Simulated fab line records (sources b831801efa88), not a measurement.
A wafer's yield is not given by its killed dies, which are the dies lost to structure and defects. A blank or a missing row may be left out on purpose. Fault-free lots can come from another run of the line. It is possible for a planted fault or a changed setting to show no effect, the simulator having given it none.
fab line records + flow sfq_line
record
- lots=6
- wafers=18
- last_day=80
route steps=325 shown I4@170 JJ@178 M5@198 A5B@209 R5@225
lots untouched by any fault: they come from a run of this same line in which no faults occurred
start_h: start of the lot's first displayed wafer, in hours after the record's first day + wait_h: time in hours since the lot's previous step + " the same as in the row above + L1.1+2: a row that stands for several wafers + - no value present, or no start provided + * or withheld: withheld + < > ~ a bound
route shown NAME@n: NAME is a module with steps in the file, n the number in the route of the first one + usual: mean/standard deviation taken from wafers without a fault + same: alike in all rows + chamber/n: place in a boat + sites: each site's reading + _std_site: how widely they spread, as a standard deviation + _edge_site: the outer-site mean with the inner-site mean subtracted + radius_mm: how far each site lies from the wafer's centre + mask NAME#n: copy n + behind: the tool/chamber that last shaped the wafer + hold: why the lot was held/for how many hours/how that ended + device: names the non-switching transistor (n, p or np) + end of line: tests run on the same wafers once the route is complete + a step given without rows: its recipe and nothing more + killed: not the wafer's yield, but the dies lost to structure and defects at the first sort + map: a wafer's dies, marking killed ones x, the rest . and places with no die _
set.NAME: the setting the step ran with; set.NAME@STEP: the setting that earlier step ran with + model.NAME: the simulator's own value behind a step, which no gauge read
lots seen at some steps along the route; tables by step, rows by wafer
services: the hour from which a tool's chamber was out of use, counted from the record's first day as start_h (under 0 if before that day), plus the number of hours and why
## steps
# step SFQ_TRILAYER_I4_VIA_LITHO_EXPOSE_104
# recipe
- mask_id=I4
- na=0.6
- source_shape=conventional
- sigma_outer=0.65
- target_cd_nm=700
- dose_mj=21.3
# step SFQ_TRILAYER_I4_VIA_LITHO_PEB_106
# recipe
- peb_temp_c=115
- peb_time_s=60
- resist=KrF
# step SFQ_TRILAYER_I4_VIA_LITHO_DEVELOP_105
# recipe
- time_s=60
- resist=KrF
# step SFQ_I4_OVL_MEAS_928
# usual
- I4_OVL=-1/4.8
| lot.wafer | tool       | chamber | start_h | wait_h | I4_OVL[nm] |
|-----------|------------|---------|---------|--------|------------|
| L682.1    | overlay-01 | -       | 1047.46 | 0.1    | -4         |
| L682.2    | "          | -       | "       | "      | -3         |
| L682.3    | "          | -       | "       | "      | -9         |
| L685.2    | overlay-02 | -       | 1061.87 | 0.1    | 0          |
| L685.5    | "          | -       | "       | "      | -3         |
| L685.6    | "          | -       | "       | "      | 4          |
| L686.2    | overlay-01 | -       | 1064.27 | 0.1    | -2         |
| L686.3    | "          | -       | "       | "      | -1         |
| L686.6    | "          | -       | "       | "      | 7          |
| L691.2    | overlay-01 | -       | 1113.75 | 0.1    | 0          |
| L691.3    | "          | -       | "       | "      | 0          |
| L691.5    | "          | -       | "       | "      | 0          |
| L692.1    | overlay-01 | -       | 1139.32 | 0.1    | 4          |
| L692.4    | "          | -       | "       | "      | -5         |
| L692.6    | "          | -       | "       | "      | -4         |
| L695.1    | overlay-02 | -       | 1156.12 | 0.1    | 6          |
| L695.3    | "          | -       | "       | "      | 4          |
| L695.5    | "          | -       | "       | "      | 2          |
# step SFQ_TRILAYER_I4_VIA_BARC_OPEN_VIA_ETCH_146
# recipe
- mask_material=PR
- chemistry=O2
- target_depth_nm=125
- target=BARC
- source_w=500
- bias_w=80
- pressure_mtorr=30
- time_s=41.7
# usual
- chamber_pressure_mTorr=30.000/0.027
- drypump_motor_current_A=5.6/0.38
- oes_product_au=0.685/0.005
# same
- time_s=41.7
| lot.wafer | tool        | chamber | start_h | wait_h | chamber_pressure_mTorr | drypump_motor_current_A | oes_product_au | rf_hours_counter_h |
|-----------|-------------|---------|---------|--------|------------------------|-------------------------|----------------|--------------------|
| L682.1    | rie_diel-02 | 2       | 1047.50 | 0.0    | 30.012                 | 5.8                     | 0.682          | 9                  |
| L682.2    | "           | 0       | "       | "      | 30.059                 | 6.1                     | 0.685          | 23                 |
| L682.3    | "           | 1       | "       | "      | 30.012                 | 5.4                     | 0.695          | 16                 |
| L685.2    | rie_diel-03 | 0       | 1061.90 | 0.0    | 29.963                 | 4.8                     | 0.686          | 14                 |
| L685.5    | "           | 0       | "       | "      | 30.032                 | 4.8                     | 0.691          | -                  |
| L685.6    | "           | 1       | "       | "      | 30.062                 | 5.4                     | 0.682          | -                  |
| L686.2    | rie_diel-01 | 2       | 1064.30 | 0.0    | 29.994                 | 5.8                     | 0.692          | 0                  |
| L686.3    | "           | 0       | "       | "      | 29.982                 | 5.6                     | 0.677          | 0                  |
| L686.6    | "           | 2       | "       | "      | 30.006                 | 5.8                     | 0.700          | -                  |
| L691.2    | rie_diel-03 | 1       | 1113.78 | 0.0    | 29.981                 | 5.4                     | 0.691          | 16                 |
| L691.3    | "           | 0       | "       | "      | 29.997                 | 4.8                     | 0.690          | 15                 |
| L691.5    | "           | 2       | "       | "      | 29.997                 | 5.7                     | 0.680          | -                  |
| L692.1    | rie_diel-02 | 1       | 1139.36 | 0.0    | 29.979                 | 5.4                     | 0.689          | 17                 |
| L692.4    | "           | 0       | "       | "      | 29.943                 | 6.0                     | 0.683          | 24                 |
| L692.6    | "           | 0       | "       | "      | 29.968                 | 6.1                     | 0.692          | -                  |
| L695.1    | rie_diel-01 | 0       | 1156.16 | 0.0    | 29.986                 | 5.5                     | 0.687          | 2                  |
| L695.3    | "           | 2       | "       | "      | 30.042                 | 5.8                     | 0.683          | 2                  |
| L695.5    | "           | 2       | "       | "      | 30.015                 | 5.8                     | 0.689          | -                  |
# step SFQ_TRILAYER_I4_VIA_ETCH_VIA_ETCH_106
# recipe
- target=SiO2
- stop_on=Nb
- mask_material=PR
- taper_deg=20
- chemistry=CHF3
- target_depth_nm=260
- source_w=500
- bias_w=80
- pressure_mtorr=30
- time_s=withheld
# step SFQ_TRILAYER_I4_VIA_STRIP_STRIP_107
# recipe
- gas=O2
- power_w=200
- platen_temp_c=40
- overash_fraction=0.65
- chemistry=O2
- pressure_mtorr=50
# usual
- chamber_pressure_mTorr=50.00/0.044
- drypump_motor_current_A=5.3/0.41
- oes_product_au=1.011/0.012
| lot.wafer | tool         | chamber | start_h | wait_h | chamber_pressure_mTorr | drypump_motor_current_A | oes_product_au | rf_hours_counter_h |
|-----------|--------------|---------|---------|--------|------------------------|-------------------------|----------------|--------------------|
| L682.1    | rie_metal-02 | 0       | 1047.65 | -      | 50.04                  | 5.8                     | 0.999          | 29                 |
| L682.2    | "            | 1       | "       | "      | 50.03                  | 5.9                     | 0.986          | 166                |
| L682.3    | "            | 1       | "       | "      | 50.00                  | 5.9                     | 0.997          | -                  |
| L685.2    | rie_metal-04 | 1       | 1062.25 | -      | 50.03                  | 4.8                     | 1.011          | -                  |
| L685.5    | "            | 1       | "       | "      | 50.04                  | 4.8                     | 1.013          | -                  |
| L685.6    | "            | 1       | "       | "      | 50.03                  | 4.8                     | 1.003          | -                  |
| L686.2    | rie_metal-02 | 1       | 1064.65 | -      | 49.95                  | 5.9                     | 1.001          | -                  |
| L686.3    | "            | 1       | "       | "      | 49.99                  | 5.9                     | 1.008          | -                  |
| L686.6    | "            | 1       | "       | "      | 50.02                  | 5.9                     | 1.007          | -                  |
| L691.2    | rie_metal-02 | 0       | 1114.14 | -      | 50.00                  | 5.8                     | 1.010          | -                  |
| L691.3    | "            | 0       | "       | "      | 49.90                  | 5.7                     | 1.014          | -                  |
| L691.5    | "            | 0       | "       | "      | 50.02                  | 5.8                     | 1.010          | -                  |
| L692.1    | rie_metal-04 | 0       | 1139.51 | -      | 50.04                  | 5.1                     | 1.011          | 124                |
| L692.4    | "            | 1       | "       | "      | 50.03                  | 4.8                     | 1.006          | -                  |
| L692.6    | "            | 1       | "       | "      | 49.98                  | 4.8                     | 1.014          | -                  |
| L695.1    | rie_metal-01 | 0       | 1156.31 | -      | 50.04                  | 5.1                     | 1.000          | 8                  |
| L695.3    | "            | 1       | "       | "      | 50.02                  | 5.2                     | 1.033          | -                  |
| L695.5    | "            | 0       | "       | "      | 50.00                  | 5.1                     | 1.017          | -                  |
# step SFQ_TRILAYER_I4_VIA_STRIP_SOLV_CLEAN_108
# recipe
- chemistry=NMP
- temp_c=70
- time_s=600
# step SFQ_TRILAYER_JJ_TRILAYER_DEP_PRE_CLEAN_113
# recipe
- gas=Ar
- time_s=22.5
- bias_v=250
# step SFQ_TRILAYER_JJ_TRILAYER_DEP_SPUTTER_109
# recipe
- material=Nb
- base_pressure_pa=1.33e-06
- chamber_pressure_pa=0.1333
- substrate_temp_c=20
- target_thk_nm=150
- power_w=2000
- time_s=100
# step SFQ_TRILAYER_JJ_TRILAYER_DEP_SPUTTER_110
# recipe
- material=Al
- base_pressure_pa=1.33e-06
- target_thk_nm=8
- power_w=500
- time_s=10
- chamber_pressure_pa=0.4
# step SFQ_TRILAYER_JJ_TRILAYER_DEP_AL_OXIDATION_111
# recipe
- pressure_mbar=0.014667
- oxidation_time_s=600
- temperature_k=293
# step SFQ_TRILAYER_JJ_TRILAYER_DEP_SPUTTER_112
# recipe
- material=Nb
- base_pressure_pa=1.33e-06
- chamber_pressure_pa=0.1333
- substrate_temp_c=20
- target_thk_nm=170
- power_w=2000
- time_s=113.3
# usual
- cathode_dc_power_W=2000.0/0.34
- throttle_valve_pct=30.2/1.1
| lot.wafer | tool           | chamber | start_h | wait_h | cathode_dc_power_W | throttle_valve_pct | model.Nb_of_TRILAYER_JJ_TRILAYER_DEP_SPUTTER_112.thk_nm |
|-----------|----------------|---------|---------|--------|--------------------|--------------------|---------------------------------------------------------|
| L682.1    | pvd_sputter-04 | -       | 1049.57 | 0.5    | 2000.3             | 30.0               | 174.3                                                   |
| L682.2    | "              | -       | "       | "      | 1999.9             | 31.3               | 173.5                                                   |
| L682.3    | "              | -       | "       | "      | 2000.4             | 30.7               | 173.7                                                   |
| L685.2    | pvd_sputter-04 | -       | 1064.55 | 0.5    | 2000.1             | 30.3               | 175.9                                                   |
| L685.5    | "              | -       | "       | "      | 1999.5             | 30.2               | 174.8                                                   |
| L685.6    | "              | -       | "       | "      | 2000.5             | 31.0               | 174.1                                                   |
| L686.2    | pvd_sputter-03 | -       | 1066.97 | 0.5    | 1999.9             | 28.8               | 172.6                                                   |
| L686.3    | "              | -       | "       | "      | 1999.9             | 29.9               | 172.3                                                   |
| L686.6    | "              | -       | "       | "      | 2000.4             | 28.8               | 172.1                                                   |
| L691.2    | pvd_sputter-06 | -       | 1116.43 | 0.5    | 2000.0             | 29.1               | 168.1                                                   |
| L691.3    | "              | -       | "       | "      | 2000.1             | 28.3               | 169.5                                                   |
| L691.5    | "              | -       | "       | "      | 2000.2             | 28.6               | 167.9                                                   |
| L692.1    | pvd_sputter-04 | -       | 1141.61 | 0.5    | 1999.9             | 31.7               | 172.1                                                   |
| L692.4    | "              | -       | "       | "      | 2000.3             | 31.4               | 169.5                                                   |
| L692.6    | "              | -       | "       | "      | 1999.5             | 31.3               | 173.7                                                   |
| L695.1    | pvd_sputter-06 | -       | 1158.21 | 0.5    | 2000.4             | 28.5               | 165.9                                                   |
| L695.3    | "              | -       | "       | "      | 1999.8             | 29.1               | 165.5                                                   |
| L695.5    | "              | -       | "       | "      | 2000.3             | 28.3               | 166.3                                                   |
# step SFQ_JJ_RS_MEAS_929
# recipe
- thk_meas_gauge=four-point-probe
- reads=Nb_of_TRILAYER_JJ_TRILAYER_DEP_SPUTTER_112
# usual
- JJ_NB_RS=1.051/0.014
| lot.wafer | tool          | chamber | start_h | wait_h | JJ_NB_RS[ohm/sq] |
|-----------|---------------|---------|---------|--------|------------------|
| L682.1    | film_metro-01 | -       | 1049.65 | 0.0    | 1.023            |
| L682.2    | "             | -       | "       | "      | 1.026            |
| L682.3    | "             | -       | "       | "      | 1.025            |
| L685.2    | film_metro-01 | -       | 1064.65 | 0.1    | 1.015            |
| L685.5    | "             | -       | "       | "      | 1.020            |
| L685.6    | "             | -       | "       | "      | 1.025            |
| L686.2    | film_metro-01 | -       | 1067.07 | 0.1    | 1.035            |
| L686.3    | "             | -       | "       | "      | 1.034            |
| L686.6    | "             | -       | "       | "      | 1.037            |
| L691.2    | film_metro-02 | -       | 1116.53 | 0.1    | 1.060            |
| L691.3    | "             | -       | "       | "      | 1.050            |
| L691.5    | "             | -       | "       | "      | 1.059            |
| L692.1    | film_metro-04 | -       | 1141.69 | 0.0    | 1.036            |
| L692.4    | "             | -       | "       | "      | 1.050            |
| L692.6    | "             | -       | "       | "      | 1.025            |
| L695.1    | film_metro-01 | -       | 1158.29 | 0.0    | 1.076            |
| L695.3    | "             | -       | "       | "      | 1.078            |
| L695.5    | "             | -       | "       | "      | 1.072            |
# step SFQ_TRILAYER_JJ_CE_LITHO_COAT_119
# recipe
- resist=BARC
- spin_rpm=3000
- resist_thk_nm=62
# step SFQ_TRILAYER_JJ_CE_LITHO_COAT_114
# recipe
- resist=KrF
- spin_rpm=3000
- resist_thk_nm=600
# step SFQ_TRILAYER_JJ_CE_LITHO_SOFTBAKE_118
# recipe
- temp_c=withheld
- time_s=withheld
- resist=KrF
# step SFQ_TRILAYER_JJ_CE_LITHO_EXPOSE_115
# recipe
- mask_id=J5
- na=0.6
- source_shape=conventional
- sigma_outer=0.65
- target_cd_nm=700
- dose_mj=14.4
# step SFQ_TRILAYER_JJ_CE_LITHO_PEB_117
# recipe
- peb_temp_c=115
- peb_time_s=60
- resist=KrF
# step SFQ_TRILAYER_JJ_CE_LITHO_DEVELOP_116
# recipe
- time_s=60
- resist=KrF
# step SFQ_JJ_OVL_MEAS_931
# usual
- J5_OVL=2/6.5
| lot.wafer | tool       | chamber | start_h | wait_h | J5_OVL[nm] |
|-----------|------------|---------|---------|--------|------------|
| L682.1    | overlay-02 | -       | 1173.66 | 0.1    | 1          |
| L682.2    | "          | -       | "       | "      | -5         |
| L682.3    | "          | -       | "       | "      | 0          |
| L685.2    | overlay-02 | -       | 1195.39 | 0.1    | 2          |
| L685.5    | "          | -       | "       | "      | -7         |
| L685.6    | "          | -       | "       | "      | -1         |
| L686.2    | overlay-02 | -       | 1200.19 | 0.1    | -1         |
| L686.3    | "          | -       | "       | "      | 7          |
| L686.6    | "          | -       | "       | "      | -2         |
| L691.2    | overlay-01 | -       | 1268.72 | 0.1    | -16        |
| L691.3    | "          | -       | "       | "      | -12        |
| L691.5    | "          | -       | "       | "      | -11        |
| L692.1    | overlay-02 | -       | 1297.76 | 0.1    | -5         |
| L692.4    | "          | -       | "       | "      | 3          |
| L692.6    | "          | -       | "       | "      | 2          |
| L695.1    | overlay-01 | -       | 1312.29 | 0.1    | 9          |
| L695.3    | "          | -       | "       | "      | 8          |
| L695.5    | "          | -       | "       | "      | 13         |
# step SFQ_TRILAYER_JJ_CE_METRO_MEASURE_117
# usual
- cd_nm=700.3/1.4
| lot.wafer | tool      | chamber | start_h | wait_h | cd_nm |
|-----------|-----------|---------|---------|--------|-------|
| L682.1    | cd_sem-02 | -       | 1173.70 | 0.0    | 701.9 |
| L682.2    | "         | -       | "       | "      | 701.9 |
| L682.3    | "         | -       | "       | "      | 701.6 |
| L685.2    | cd_sem-01 | -       | 1195.62 | 0.2    | 700.4 |
| L685.5    | "         | -       | "       | "      | 699.1 |
| L685.6    | "         | -       | "       | "      | 698.9 |
| L686.2    | cd_sem-02 | -       | 1200.42 | 0.2    | 698.8 |
| L686.3    | "         | -       | "       | "      | 698.2 |
| L686.6    | "         | -       | "       | "      | 699.4 |
| L691.2    | cd_sem-01 | -       | 1268.95 | 0.2    | 700.8 |
| L691.3    | "         | -       | "       | "      | 700.9 |
| L691.5    | "         | -       | "       | "      | 700.1 |
| L692.1    | cd_sem-02 | -       | 1297.80 | 0.0    | 701.3 |
| L692.4    | "         | -       | "       | "      | 698.6 |
| L692.6    | "         | -       | "       | "      | 700.4 |
| L695.1    | cd_sem-01 | -       | 1312.32 | 0.0    | 699.0 |
| L695.3    | "         | -       | "       | "      | 700.1 |
| L695.5    | "         | -       | "       | "      | 699.5 |
# step SFQ_TRILAYER_JJ_CE_BARC_OPEN_RIE_150
# recipe
- mask_material=PR
- chemistry=O2
- target_depth_nm=240
- target=BARC
- icp_w=600
- bias_w=80
- pressure_mtorr=10
- time_s=80
# usual
- chamber_pressure_mTorr=10.000/0.0089
- drypump_motor_current_A=5.12/0.16
- oes_product_au=0.539/0.0045
# same
- time_s=80
| lot.wafer | tool         | chamber | start_h | wait_h | chamber_pressure_mTorr | drypump_motor_current_A | oes_product_au | rf_hours_counter_h |
|-----------|--------------|---------|---------|--------|------------------------|-------------------------|----------------|--------------------|
| L682.1    | rie_metal-01 | 0       | 1174.90 | 1.0    | 10.007                 | 5.08                    | 0.542          | 10                 |
| L682.2    | "            | 1       | "       | "      | 10.002                 | 5.16                    | 0.531          | 145                |
| L682.3    | "            | 0       | "       | "      | 9.988                  | 5.06                    | 0.538          | -                  |
| L685.2    | rie_metal-04 | 1       | 1196.62 | 0.8    | 9.996                  | 4.87                    | 0.542          | 156                |
| L685.5    | "            | 0       | "       | "      | 10.012                 | 5.06                    | 0.533          | -                  |
| L685.6    | "            | 1       | "       | "      | 9.984                  | 4.85                    | 0.541          | -                  |
| L686.2    | rie_metal-03 | 0       | 1201.42 | 0.8    | 9.984                  | 5.29                    | 0.541          | 112                |
| L686.3    | "            | 0       | "       | "      | 10.000                 | 5.31                    | 0.536          | -                  |
| L686.6    | "            | 0       | "       | "      | 10.000                 | 5.30                    | 0.534          | -                  |
| L691.2    | rie_metal-01 | 0       | 1269.98 | 0.8    | 10.003                 | 5.06                    | 0.539          | -                  |
| L691.3    | "            | 0       | "       | "      | 9.999                  | 5.06                    | 0.541          | -                  |
| L691.5    | "            | 0       | "       | "      | 9.995                  | 5.07                    | 0.543          | -                  |
| L692.1    | rie_metal-01 | 0       | 1299.00 | 1.0    | 10.005                 | 5.09                    | 0.534          | 25                 |
| L692.4    | "            | 0       | "       | "      | 10.004                 | 5.08                    | 0.534          | -                  |
| L692.6    | "            | 0       | "       | "      | 10.009                 | 5.08                    | 0.538          | -                  |
| L695.1    | rie_metal-01 | 1       | 1313.52 | 1.0    | 9.998                  | 5.16                    | 0.539          | 3                  |
| L695.3    | "            | 0       | "       | "      | 10.007                 | 5.07                    | 0.537          | -                  |
| L695.5    | "            | 1       | "       | "      | 9.996                  | 5.18                    | 0.541          | -                  |
# step SFQ_TRILAYER_JJ_CE_ETCH_RIE_118
# recipe
- target=Nb
- stop_on=Al2O3
- mask_material=PR
- taper_deg=13.257
- over_etch_frac=0.15
- time_s=97.7
- chemistry=SF6
- target_depth_nm=170
- icp_w=600
- bias_w=80
- pressure_mtorr=10
# step SFQ_TRILAYER_JJ_ANODIZE_ANODIZE_119
# recipe
- current_density_ma_cm2=withheld
- end_current_density_ma_cm2=withheld
- bath_temp_c=withheld
# step SFQ_TRILAYER_JJ_CE_STRIP_STRIP_120
# recipe
- gas=O2
- power_w=200
- platen_temp_c=40
- overash_fraction=0.65
- chemistry=O2
- pressure_mtorr=50
# usual
- chamber_pressure_mTorr=50.01/0.045
- drypump_motor_current_A=5.09/0.18
- oes_product_au=1.009/0.011
| lot.wafer | tool         | chamber | start_h | wait_h | chamber_pressure_mTorr | drypump_motor_current_A | oes_product_au | rf_hours_counter_h |
|-----------|--------------|---------|---------|--------|------------------------|-------------------------|----------------|--------------------|
| L682.1    | rie_metal-04 | 0       | 1175.64 | 0.0    | 50.05                  | 5.07                    | 1.015          | 128                |
| L682.2    | "            | 1       | "       | "      | 49.98                  | 4.87                    | 1.020          | 154                |
| L682.3    | "            | 0       | "       | "      | 49.95                  | 5.07                    | 1.011          | -                  |
| L685.2    | rie_metal-01 | 0       | 1197.32 | 0.0    | 49.94                  | 5.08                    | 1.000          | 12                 |
| L685.5    | "            | 1       | "       | "      | 50.06                  | 5.16                    | 1.028          | -                  |
| L685.6    | "            | 0       | "       | "      | 50.01                  | 5.09                    | 1.000          | -                  |
| L686.2    | rie_metal-04 | 0       | 1202.12 | 0.0    | 50.01                  | 5.07                    | 0.997          | 131                |
| L686.3    | "            | 1       | "       | "      | 49.98                  | 4.83                    | 1.009          | -                  |
| L686.6    | "            | 0       | "       | "      | 50.02                  | 5.07                    | 1.000          | -                  |
| L691.2    | rie_metal-04 | 1       | 1270.89 | 0.0    | 50.06                  | 4.87                    | 1.005          | 1                  |
| L691.3    | "            | 0       | "       | "      | 50.01                  | 5.07                    | 1.022          | -                  |
| L691.5    | "            | 1       | "       | "      | 49.94                  | 4.82                    | 0.998          | -                  |
| L692.1    | rie_metal-04 | 0       | 1299.70 | 0.0    | 50.08                  | 5.07                    | 1.022          | 143                |
| L692.4    | "            | 0       | "       | "      | 50.02                  | 5.07                    | 1.017          | -                  |
| L692.6    | "            | 1       | "       | "      | 49.92                  | 4.82                    | 1.009          | -                  |
| L695.1    | rie_metal-04 | 0       | 1314.22 | 0.0    | 50.01                  | 5.07                    | 1.008          | 144                |
| L695.3    | "            | 0       | "       | "      | 50.06                  | 5.07                    | 1.001          | -                  |
| L695.5    | "            | 0       | "       | "      | 50.04                  | 5.07                    | 0.997          | -                  |
# step SFQ_TRILAYER_JJ_CE_STRIP_SOLV_CLEAN_121
# recipe
- chemistry=NMP
- temp_c=70
- time_s=600
# step SFQ_TRILAYER_M5_LITHO_COAT_128
# recipe
- resist=BARC
- spin_rpm=3000
- resist_thk_nm=62
# step SFQ_TRILAYER_M5_LITHO_COAT_123
# recipe
- resist=KrF
- spin_rpm=3000
- resist_thk_nm=600
# step SFQ_TRILAYER_M5_LITHO_SOFTBAKE_127
# recipe
- temp_c=withheld
- time_s=withheld
- resist=KrF
# step SFQ_TRILAYER_M5_LITHO_EXPOSE_124
# recipe
- mask_id=M5
- na=0.6
- source_shape=conventional
- sigma_outer=0.65
- target_cd_nm=700
- dose_mj=14.4
# step SFQ_TRILAYER_M5_LITHO_PEB_126
# recipe
- peb_temp_c=115
- peb_time_s=60
- resist=KrF
# step SFQ_TRILAYER_M5_LITHO_DEVELOP_125
# recipe
- time_s=60
- resist=KrF
# step SFQ_M5_OVL_MEAS_932
# usual
- M5_OVL=1/5.1
| lot.wafer | tool       | chamber | start_h | wait_h | M5_OVL[nm] |
|-----------|------------|---------|---------|--------|------------|
| L682.1    | overlay-01 | -       | 1326.69 | 0.1    | 6          |
| L682.2    | "          | -       | "       | "      | 7          |
| L682.3    | "          | -       | "       | "      | 6          |
| L685.2    | overlay-01 | -       | 1346.82 | 0.1    | 5          |
| L685.5    | "          | -       | "       | "      | 4          |
| L685.6    | "          | -       | "       | "      | -5         |
| L686.2    | overlay-02 | -       | 1352.82 | 0.1    | 4          |
| L686.3    | "          | -       | "       | "      | 6          |
| L686.6    | "          | -       | "       | "      | 4          |
| L691.2    | overlay-02 | -       | 1409.49 | 0.1    | 2          |
| L691.3    | "          | -       | "       | "      | 6          |
| L691.5    | "          | -       | "       | "      | 4          |
| L692.1    | overlay-02 | -       | 1437.36 | 0.1    | -4         |
| L692.4    | "          | -       | "       | "      | 5          |
| L692.6    | "          | -       | "       | "      | 6          |
| L695.1    | overlay-01 | -       | 1451.91 | 0.2    | 4          |
| L695.3    | "          | -       | "       | "      | 5          |
| L695.5    | "          | -       | "       | "      | 6          |
# step SFQ_TRILAYER_M5_BARC_OPEN_METAL_ETCH_161
# recipe
- mask_material=PR
- chemistry=O2
- target_depth_nm=125
- target=BARC
- icp_w=600
- bias_w=80
- pressure_mtorr=10
- time_s=41.7
# step SFQ_TRILAYER_M5_ETCH_METAL_ETCH_126
# recipe
- target=Nb
- stop_on=SiO2
- mask_material=PR
- over_etch_frac=0.15
- time_s=203.2
- chemistry=Cl2/BCl3
- target_depth_nm=265
- icp_w=600
- bias_w=80
- pressure_mtorr=10
# step SFQ_TRILAYER_M5_STRIP_STRIP_127
# recipe
- gas=O2
- power_w=200
- platen_temp_c=40
- overash_fraction=0.65
- chemistry=O2
- pressure_mtorr=50
# step SFQ_TRILAYER_M5_STRIP_SOLV_CLEAN_128
# recipe
- chemistry=NMP
- temp_c=70
- time_s=600
# step SFQ_TRILAYER_A5B_DEP_PECVD_129
# recipe
- material=SiO2
- temp_c=150
- time_s=133.33
- pressure_torr=2.4
- rf_w=183.3
- precursor=SiH4/N2O
- target_thk_nm=600
# step SFQ_TRILAYER_A5B_CMP_CMP_130
# recipe
- stop_on=Nb
- down_force_psi=3
- platen_rpm=60
- target_thk_nm=340.7
# step SFQ_TRILAYER_A5B_METRO_MEASURE_131
# step SFQ_TRILAYER_R5_ETCH_METAL_ETCH_139
# recipe
- stop_on=SiO2
- mask_material=PR
- chemistry=Cl2
- target_depth_nm=60
- icp_w=600
- bias_w=80
- pressure_mtorr=10
- time_s=40
# usual
- chamber_pressure_mTorr=10.001/0.01
- drypump_motor_current_A=5.4/0.37
- oes_product_au=0.993/0.0059
# same
- time_s=40
| lot.wafer | tool         | chamber | start_h | wait_h | chamber_pressure_mTorr | drypump_motor_current_A | oes_product_au | rf_hours_counter_h | model.Nb_of_TRILAYER_JJ_TRILAYER_DEP_SPUTTER_112.thk_nm |
|-----------|--------------|---------|---------|--------|------------------------|-------------------------|----------------|--------------------|---------------------------------------------------------|
| L682.1    | rie_metal-02 | 0       | 1344.81 | 0.0    | 9.987                  | 5.8                     | 0.990          | 63                 | 164.1                                                   |
| L682.2    | "            | 1       | "       | "      | 10.004                 | 5.9                     | 0.988          | 19                 | 163.2                                                   |
| L682.3    | "            | 0       | "       | "      | 10.003                 | 5.7                     | 0.995          | -                  | 163.5                                                   |
| L685.2    | rie_metal-02 | 0       | 1483.43 | 0.0    | 9.985                  | 5.8                     | 0.993          | 79                 | 165.7                                                   |
| L685.5    | "            | 1       | "       | "      | 9.992                  | 5.9                     | 0.996          | -                  | 164.6                                                   |
| L685.6    | "            | 0       | "       | "      | 9.991                  | 5.8                     | 0.996          | -                  | 163.9                                                   |
| L686.2    | rie_metal-04 | 1       | 1490.12 | 0.0    | 10.008                 | 4.9                     | 0.990          | 26                 | 162.8                                                   |
| L686.3    | "            | 1       | "       | "      | 10.013                 | 4.8                     | 0.978          | -                  | 162.6                                                   |
| L686.6    | "            | 0       | "       | "      | 10.004                 | 5.1                     | 0.990          | -                  | 162                                                     |
| L691.2    | rie_metal-02 | 1       | 1529.27 | 0.0    | 9.992                  | 6.0                     | 0.998          | 44                 | 157.9                                                   |
| L691.3    | "            | 1       | "       | "      | 9.999                  | 5.9                     | 0.996          | -                  | 159.3                                                   |
| L691.5    | "            | 1       | "       | "      | 10.010                 | 5.9                     | 0.995          | -                  | 157.7                                                   |
| L692.1    | rie_metal-02 | 0       | 1550.87 | 0.0    | 10.000                 | 5.7                     | 1.003          | 91                 | 161.8                                                   |
| L692.4    | "            | 0       | "       | "      | 10.008                 | 5.7                     | 0.998          | -                  | 159.3                                                   |
| L692.6    | "            | 1       | "       | "      | 10.012                 | 5.9                     | 1.002          | -                  | 163.6                                                   |
| L695.1    | rie_metal-04 | 1       | 1564.07 | 0.0    | 9.991                  | 4.8                     | 0.984          | 41                 | 156                                                     |
| L695.3    | "            | 0       | "       | "      | 9.983                  | 5.1                     | 0.997          | -                  | 155.3                                                   |
| L695.5    | "            | 0       | "       | "      | 10.023                 | 5.1                     | 0.995          | -                  | 156                                                     |
## services
| tool         | chamber | start_h | hours | kind   |
|--------------|---------|---------|-------|--------|
| rie_metal-01 | -       | 1025.45 | 1.4   | pm     |
| cd_sem-02    | -       | 1037.60 | 0.4   | pm     |
| rie_metal-04 | -       | 1043.53 | 6.1   | repair |
| cd_sem-02    | -       | 1044.36 | 5.1   | repair |
| cd_sem-01    | -       | 1049.42 | 0.5   | pm     |
| rie_metal-04 | 0       | 1055.49 | 16.3  | repair |
| cd_sem-02    | -       | 1056.55 | 16.1  | repair |
| rie_metal-01 | 0       | 1056.92 | 15.5  | repair |
| rie_metal-02 | 0       | 1059.60 | 20.6  | repair |
| cd_sem-01    | -       | 1093.91 | 3.4   | pm     |
| rie_metal-02 | 1       | 1103.49 | 5.7   | repair |
| rie_metal-02 | -       | 1124.02 | 2.8   | pm     |
| rie_metal-02 | 1       | 1245.18 | 11.8  | repair |
| rie_metal-02 | -       | 1280.43 | 2.0   | repair |
| rie_metal-01 | 1       | 1281.49 | 6.9   | repair |
| rie_metal-04 | 1       | 1284.01 | 6.5   | repair |
| rie_metal-02 | 1       | 1312.15 | 21.1  | repair |
| rie_metal-02 | -       | 1363.36 | 14.6  | pm     |
| rie_metal-01 | -       | 1379.99 | 0.9   | repair |
| rie_metal-01 | -       | 1420.45 | 0.4   | repair |
| rie_metal-02 | -       | 1495.19 | 0.2   | repair |
| rie_metal-02 | -       | 1498.49 | 0.2   | repair |
| rie_metal-04 | 0       | 1528.84 | 5.5   | repair |
| rie_metal-01 | 0       | 1556.29 | 14.0  | repair |
## key
first_sign
- step=SFQ_JJ_RS_MEAS_929
- reading=JJ_NB_RS
- direction=down
- sigmas=2.1
- usual=1.051
- struck=1.022
effect none on later readings
model_effect
- step=SFQ_TRILAYER_JJ_TRILAYER_DEP_SPUTTER_112
- value=Nb_of_TRILAYER_JJ_TRILAYER_DEP_SPUTTER_112.thk_nm
- without=169.1
- struck=174.4
model_effect
- step=SFQ_TRILAYER_R5_ETCH_METAL_ETCH_139
- value=Nb_of_TRILAYER_JJ_TRILAYER_DEP_SPUTTER_112.thk_nm
- without=158.9
- struck=164.2
met_at SFQ_TRILAYER_JJ_TRILAYER_DEP_SPUTTER_112
struck_wafers L682.1,L682.2,L682.3,L685.2,L685.5,L685.6
fault
- kind=process_parameter_drift
- tool=pvd_sputter-04
- chamber=-
- onset_h=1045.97
- steps=SFQ_TRILAYER_JJ_TRILAYER_DEP_SPUTTER_112
- channel=time_s
- offset=*
- shape=step
- end_h=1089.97
- acts_in=*
- stated=*
